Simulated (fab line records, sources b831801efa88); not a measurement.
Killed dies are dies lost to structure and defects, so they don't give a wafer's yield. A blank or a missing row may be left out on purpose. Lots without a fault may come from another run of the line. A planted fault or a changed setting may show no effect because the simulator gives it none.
Which tool did it? | flow sky130 | 12 lots, 36 wafers sampled, at 3 steps of a route of 708

WHAT THE GAUGES READ, wafer by wafer
SKY_VT_ADJUST_LVTN_TW_MEAS_21. Usual: VT_ADJUST_LVTN_2_TW 188.0, standard deviation 1.3.
lot  | measured     | on            | VT_ADJUST_LVTN_2_TW | flag
L598 | day 7 23:07  | film_metro-02 | 187.8 187.0 188.2   |
L599 | day 8 07:33  | film_metro-01 | 188.8 188.1 188.1   |
L601 | day 8 14:36  | film_metro-02 | 186.2 186.9 186.5   |
L602 | day 8 21:22  | film_metro-01 | 187.1 187.6 188.7   |
L603 | day 9 06:02  | film_metro-04 | 188.1 187.8 188.1   |
L604 | day 9 17:01  | film_metro-04 | 187.6 187.4 186.3   |
L605 | day 10 00:35 | film_metro-01 | 189.6 190.5 188.1   |
L609 | day 11 01:17 | film_metro-04 | 185.8 186.9 186.1   |
L616 | day 12 17:05 | film_metro-01 | 189.4 189.2 189.3   |
L619 | day 13 19:13 | film_metro-01 | 190.5 190.6 191.0   |
L620 | day 14 01:47 | film_metro-01 | 188.7 188.5 188.7   |
L621 | day 14 05:59 | film_metro-01 | 187.1 187.4 188.5   |

WHICH TOOL RAN EACH LOT (tool, then ch and the chambers of the sampled wafers, then the start)
lot  | SKY_VT_ADJUST_HVTP_STRIP_10          | SKY_VT_ADJUST_LVTN_STRIP_09
L598 | plasma_asher-03 ch 0,1, day 6 06:17  | plasma_asher-01 ch 0,1, day 7 01:44
L599 | plasma_asher-03 ch 0,1, day 6 14:07  | plasma_asher-01 ch 0,1, day 7 10:10
L601 | plasma_asher-01 ch 0,1, day 6 21:10  | plasma_asher-03 ch 0,1, day 7 17:34
L602 | plasma_asher-03 ch 0,1, day 7 03:44  | plasma_asher-02 ch 0,1, day 8 00:19
L603 | plasma_asher-01 ch 0,1, day 7 11:25  | plasma_asher-03 ch 0,1, day 8 08:26
L604 | plasma_asher-04 ch 0,1, day 7 20:56  | plasma_asher-03 ch 0,1, day 8 18:43
L605 | plasma_asher-03 ch 0,1, day 8 05:13  | plasma_asher-03 ch 0,1, day 9 02:17
L609 | plasma_asher-04 ch 0,1, day 9 03:02  | plasma_asher-02 ch 0,1, day 10 01:40
L616 | plasma_asher-03 ch 1, day 10 18:10   | plasma_asher-02 ch 0,1, day 11 17:31
L619 | plasma_asher-04 ch 0,1, day 11 19:10 | plasma_asher-03 ch 0,1, day 12 18:19
L620 | plasma_asher-01 ch 0,1, day 11 23:11 | plasma_asher-02 ch 0,1, day 12 23:59
L621 | plasma_asher-03 ch 0,1, day 12 02:14 | plasma_asher-01 ch 0, day 13 03:17
- SKY_VT_ADJUST_HVTP_STRIP_10: strips in O2/N2.
- SKY_VT_ADJUST_LVTN_STRIP_09: strips in O2/N2.

WHAT THE TOOLS THEMSELVES READ (means of the sampled wafers that have a number; where no wafer has one, the mark that the record gives instead)
SKY_VT_ADJUST_HVTP_STRIP_10. Usual: drypump_motor_current_A 5.7 A, standard deviation 0.35; oes_product_au 0.715 a.u., standard deviation 0.0044; strip_time_to_endpoint_s 14.27 s, standard deviation 0.031.
lot  | tool            | drypump_motor_current_A (A) | oes_product_au (a.u.) | strip_time_to_endpoint_s (s) | flag
L598 | plasma_asher-03 | 5.6                         | 0.715                 | 14.31                        |
L599 | plasma_asher-03 | 5.6                         | 0.714                 | 14.28                        |
L601 | plasma_asher-01 | 6.1                         | 0.718                 | 14.24                        |
L602 | plasma_asher-03 | 5.6                         | 0.721                 | 14.31                        |
L603 | plasma_asher-01 | 6.0                         | 0.714                 | 14.26                        |
L604 | plasma_asher-04 | 5.3                         | 0.718                 | 14.28                        |
L605 | plasma_asher-03 | 5.6                         | 0.712                 | 14.28                        |
L609 | plasma_asher-04 | 5.5                         | 0.715                 | 14.29                        |
L616 | plasma_asher-03 | 5.6                         | 0.716                 | 14.28                        |
L619 | plasma_asher-04 | 5.3                         | 0.715                 | 14.25                        |
L620 | plasma_asher-01 | 6.0                         | 0.714                 | 14.25                        |
L621 | plasma_asher-03 | 5.6                         | 0.716                 | 14.23                        |

SKY_VT_ADJUST_LVTN_STRIP_09. Usual: drypump_motor_current_A 5.83 A, standard deviation 0.24; oes_product_au 0.722 a.u., standard deviation 0.0047; strip_time_to_endpoint_s 36.94 s, standard deviation 0.12.
lot  | tool            | drypump_motor_current_A (A) | oes_product_au (a.u.) | strip_time_to_endpoint_s (s) | flag
L598 | plasma_asher-01 | 6.03                        | 0.724                 | 36.94                        |
L599 | plasma_asher-01 | 6.10                        | 0.721                 | 36.97                        |
L601 | plasma_asher-03 | 5.55                        | 0.722                 | 37.04                        |
L602 | plasma_asher-02 | 5.82                        | 0.722                 | 36.87                        |
L603 | plasma_asher-03 | 5.54                        | 0.723                 | 36.97                        |
L604 | plasma_asher-03 | 5.52                        | 0.724                 | 37.02                        |
L605 | plasma_asher-03 | 5.52                        | 0.728                 | 36.89                        |
L609 | plasma_asher-02 | 5.92                        | 0.721                 | 36.97                        |
L616 | plasma_asher-02 | 5.82                        | 0.725                 | 37.02                        |
L619 | plasma_asher-03 | 5.52                        | 0.723                 | 37.00                        |
L620 | plasma_asher-02 | 5.82                        | 0.722                 | 36.86                        |
L621 | plasma_asher-01 | 6.25                        | 0.721                 | 36.89                        |

THE ANSWER, worked out from the rows above alone
Rule: a lot is off if the mean of its wafers that have a number lies more than 3 standard deviations from the usual mean. A lot without any number at a reading at which 4 lots or more have one is off too. The other lots that the step has rows for count as sound. The gauges are gone through in route order, then the tools' own readings, and for those a lot's mean is taken as printed above. The first step at which some lot is off is used, and at that step the reading that is off furthest; a lot without a number counts as furthest.
No lot is off at any reading shown: from this, nothing can be told.

WHAT THE SIMULATOR HAD PUT IN
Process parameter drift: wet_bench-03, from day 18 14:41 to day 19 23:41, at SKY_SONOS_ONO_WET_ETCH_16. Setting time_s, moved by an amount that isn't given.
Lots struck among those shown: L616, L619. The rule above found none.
